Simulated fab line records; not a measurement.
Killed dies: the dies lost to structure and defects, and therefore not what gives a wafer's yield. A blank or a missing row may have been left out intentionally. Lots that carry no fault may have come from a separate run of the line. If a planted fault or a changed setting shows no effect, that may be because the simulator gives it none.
Split-lot trial || flow sky130 || 23 wafers read from 5 lots, route of 708 steps

== SPLIT DETAILS ==
At SKY_VT_ADJUST_LVTN_COAT_13 (resist thk 1140 nm), the setting spin rpm was moved away from the recipe's 3000 rpm on 12 of the 23 wafers read, by -5.8% to +4.7%. This setting was run at the recipe's value on the other wafers.

The reading comes from the split's own step.

== THE READING ==
NOVOLAK_of_VT_ADJUST_LVTN_COAT_13.thk nm (the simulator's own value, which no gauge read), in nm, at SKY_VT_ADJUST_LVTN_COAT_13 (resist thk 1140 nm). No usual value for it is given in the file. The 11 wafers here that ran the recipe average 1142 nm, standard deviation 2.9 nm.

{"wafer": "L076.2", "tool, chamber at the split": "litho track-01, 0", "spin rpm as run, rpm": 3000, "against the recipe": "recipe", "NOVOLAK_of_VT_ADJUST_LVTN_COAT_13.thk nm, nm": 1145, "against lot-mates on the recipe": "-"}
{"wafer": "L076.4", "tool, chamber at the split": "litho track-01, 0", "spin rpm as run, rpm": 3000, "against the recipe": "recipe", "NOVOLAK_of_VT_ADJUST_LVTN_COAT_13.thk nm, nm": 1146, "against lot-mates on the recipe": "-"}
{"wafer": "L076.5", "tool, chamber at the split": "litho track-01, 0", "spin rpm as run, rpm": 3000, "against the recipe": "recipe", "NOVOLAK_of_VT_ADJUST_LVTN_COAT_13.thk nm, nm": 1146, "against lot-mates on the recipe": "-"}
{"wafer": "L077.1", "tool, chamber at the split": "litho track-01, 0", "spin rpm as run, rpm": 3000, "against the recipe": "recipe", "NOVOLAK_of_VT_ADJUST_LVTN_COAT_13.thk nm, nm": 1141, "against lot-mates on the recipe": "-"}
{"wafer": "L077.2", "tool, chamber at the split": "litho track-01, 0", "spin rpm as run, rpm": 2885, "against the recipe": "-3.8%", "NOVOLAK_of_VT_ADJUST_LVTN_COAT_13.thk nm, nm": 1166, "against lot-mates on the recipe": "+26"}
{"wafer": "L077.5", "tool, chamber at the split": "litho track-01, 0", "spin rpm as run, rpm": 2885, "against the recipe": "-3.8%", "NOVOLAK_of_VT_ADJUST_LVTN_COAT_13.thk nm, nm": 1166, "against lot-mates on the recipe": "+26"}
{"wafer": "L077.6", "tool, chamber at the split": "litho track-01, 0", "spin rpm as run, rpm": 2885, "against the recipe": "-3.8%", "NOVOLAK_of_VT_ADJUST_LVTN_COAT_13.thk nm, nm": 1166, "against lot-mates on the recipe": "+26"}
{"wafer": "L077.4", "tool, chamber at the split": "litho track-01, 0", "spin rpm as run, rpm": 3000, "against the recipe": "recipe", "NOVOLAK_of_VT_ADJUST_LVTN_COAT_13.thk nm, nm": 1140, "against lot-mates on the recipe": "-"}
{"wafer": "L082.1", "tool, chamber at the split": "litho track-03, 0", "spin rpm as run, rpm": 3000, "against the recipe": "recipe", "NOVOLAK_of_VT_ADJUST_LVTN_COAT_13.thk nm, nm": 1143, "against lot-mates on the recipe": "-"}
{"wafer": "L082.4", "tool, chamber at the split": "litho track-03, 0", "spin rpm as run, rpm": 3000, "against the recipe": "recipe", "NOVOLAK_of_VT_ADJUST_LVTN_COAT_13.thk nm, nm": 1143, "against lot-mates on the recipe": "-"}
{"wafer": "L082.2", "tool, chamber at the split": "litho track-03, 0", "spin rpm as run, rpm": 3141, "against the recipe": "+4.7%", "NOVOLAK_of_VT_ADJUST_LVTN_COAT_13.thk nm, nm": 1119, "against lot-mates on the recipe": -24}
{"wafer": "L082.6", "tool, chamber at the split": "litho track-03, 0", "spin rpm as run, rpm": 3141, "against the recipe": "+4.7%", "NOVOLAK_of_VT_ADJUST_LVTN_COAT_13.thk nm, nm": 1119, "against lot-mates on the recipe": -24}
{"wafer": "L082.3", "tool, chamber at the split": "litho track-03, 0", "spin rpm as run, rpm": 3141, "against the recipe": "+4.7%", "NOVOLAK_of_VT_ADJUST_LVTN_COAT_13.thk nm, nm": 1117, "against lot-mates on the recipe": -26}
{"wafer": "L083.1", "tool, chamber at the split": "litho track-04, 0", "spin rpm as run, rpm": 3061, "against the recipe": "+2.0%", "NOVOLAK_of_VT_ADJUST_LVTN_COAT_13.thk nm, nm": 1124, "against lot-mates on the recipe": -14}
{"wafer": "L083.6", "tool, chamber at the split": "litho track-04, 0", "spin rpm as run, rpm": 3061, "against the recipe": "+2.0%", "NOVOLAK_of_VT_ADJUST_LVTN_COAT_13.thk nm, nm": 1124, "against lot-mates on the recipe": -14}
{"wafer": "L083.2", "tool, chamber at the split": "litho track-04, 0", "spin rpm as run, rpm": 3000, "against the recipe": "recipe", "NOVOLAK_of_VT_ADJUST_LVTN_COAT_13.thk nm, nm": 1138, "against lot-mates on the recipe": "-"}
{"wafer": "L083.3", "tool, chamber at the split": "litho track-04, 0", "spin rpm as run, rpm": 3000, "against the recipe": "recipe", "NOVOLAK_of_VT_ADJUST_LVTN_COAT_13.thk nm, nm": 1139, "against lot-mates on the recipe": "-"}
{"wafer": "L083.4", "tool, chamber at the split": "litho track-04, 0", "spin rpm as run, rpm": 3061, "against the recipe": "+2.0%", "NOVOLAK_of_VT_ADJUST_LVTN_COAT_13.thk nm, nm": 1127, "against lot-mates on the recipe": -12}
{"wafer": "L084.1", "tool, chamber at the split": "litho track-04, 0", "spin rpm as run, rpm": 3000, "against the recipe": "recipe", "NOVOLAK_of_VT_ADJUST_LVTN_COAT_13.thk nm, nm": 1138, "against lot-mates on the recipe": "-"}
{"wafer": "L084.2", "tool, chamber at the split": "litho track-04, 0", "spin rpm as run, rpm": 2826, "against the recipe": "-5.8%", "NOVOLAK_of_VT_ADJUST_LVTN_COAT_13.thk nm, nm": 1174, "against lot-mates on the recipe": "+34"}
{"wafer": "L084.3", "tool, chamber at the split": "litho track-04, 0", "spin rpm as run, rpm": 2826, "against the recipe": "-5.8%", "NOVOLAK_of_VT_ADJUST_LVTN_COAT_13.thk nm, nm": 1172, "against lot-mates on the recipe": "+32"}
{"wafer": "L084.5", "tool, chamber at the split": "litho track-04, 0", "spin rpm as run, rpm": 2826, "against the recipe": "-5.8%", "NOVOLAK_of_VT_ADJUST_LVTN_COAT_13.thk nm, nm": 1178, "against lot-mates on the recipe": "+38"}
{"wafer": "L084.6", "tool, chamber at the split": "litho track-04, 0", "spin rpm as run, rpm": 3000, "against the recipe": "recipe", "NOVOLAK_of_VT_ADJUST_LVTN_COAT_13.thk nm, nm": 1141, "against lot-mates on the recipe": "-"}

THE FIT
A straight line over all 23 wafers: NOVOLAK_of_VT_ADJUST_LVTN_COAT_13.thk nm changes by -5.74 nm for each +1% of spin rpm; r = -0.98; the points scatter about the line by 3.4 nm.
The same after taking each lot's own level away (the mean of its wafers on the recipe; 23 wafers): -5.94 nm for each +1%; r = -0.99; scatter 2 nm.
The reading moves by 34 nm for the largest change in spin rpm, on that fit.
From 1138.5 to 1145.7 nm: that is the span of the lots' own levels, equal to 2.5 times the standard deviation above.
So the lot-to-lot level changes the slope little: the two slopes agree.
Check: with one of the wafers moved furthest among these (-5.8%) left out of the fit, the line predicts +35.3 nm for it against its lot-mates. Against them it came out at +34.5 nm.

== ADDITIONAL SPLITS CARRIED BY THESE WAFERS ==
These wafers also went through other splits before the reading. Each is held against what the fit with the lots' levels taken away leaves over:
{"other split on the same wafers": "SKY_FIELD_ISO_OXIDATION_01 ox time s", "wafers away from the commonest value": 15, "r with NOVOLAK_of_VT_ADJUST_LVTN_COAT_13.thk nm (lot level and that fit taken away)": "+0.51"}
{"other split on the same wafers": "SKY_FIELD_ISO_CVD_03 pressure mtorr", "wafers away from the commonest value": 15, "r with NOVOLAK_of_VT_ADJUST_LVTN_COAT_13.thk nm (lot level and that fit taken away)": -0.43}
{"other split on the same wafers": "SKY_FIELD_ISO_ETCH_15 bias w", "wafers away from the commonest value": 12, "r with NOVOLAK_of_VT_ADJUST_LVTN_COAT_13.thk nm (lot level and that fit taken away)": -0.23}
{"other split on the same wafers": "SKY_FIELD_ISO_OXIDATION_22 ox time s", "wafers away from the commonest value": 15, "r with NOVOLAK_of_VT_ADJUST_LVTN_COAT_13.thk nm (lot level and that fit taken away)": "+0.02"}
{"other split on the same wafers": "SKY_FIELD_ISO_WET_ETCH_29 time s", "wafers away from the commonest value": 15, "r with NOVOLAK_of_VT_ADJUST_LVTN_COAT_13.thk nm (lot level and that fit taken away)": -0.36}
{"other split on the same wafers": "SKY_NWELL_IMPLANT_11 energy kev", "wafers away from the commonest value": 10, "r with NOVOLAK_of_VT_ADJUST_LVTN_COAT_13.thk nm (lot level and that fit taken away)": "+0.14"}
{"other split on the same wafers": "SKY_NWELL_COAT_18 spin rpm", "wafers away from the commonest value": 10, "r with NOVOLAK_of_VT_ADJUST_LVTN_COAT_13.thk nm (lot level and that fit taken away)": "+0.04"}
{"other split on the same wafers": "SKY_NWELL_IMPLANT_24 energy kev", "wafers away from the commonest value": 4, "r with NOVOLAK_of_VT_ADJUST_LVTN_COAT_13.thk nm (lot level and that fit taken away)": -0.09}

== THE WHOLE CHAIN: every reading that the file lists as answering this split, in the file's order ==
{"step": "SKY_VT_ADJUST_LVTN_COAT_13", "what it does": "resist thk 1140 nm", "reading": "NOVOLAK_of_VT_ADJUST_LVTN_COAT_13.thk nm (the simulator's own value, which no gauge read)", "change (the file's fit)": "-5.98 nm for each +1% of the setting", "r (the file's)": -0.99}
{"step": "SKY_VT_ADJUST_LVTN_STRIP_20", "what it does": "strips in O2/N2", "reading": "strip time to endpoint s", "change (the file's fit)": "withheld for each +1% of the setting", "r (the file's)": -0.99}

== THE FILE'S OWN FIT ==
NOVOLAK_of_VT_ADJUST_LVTN_COAT_13.thk nm changes by -5.98 nm for each +1% of spin rpm, r = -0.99.
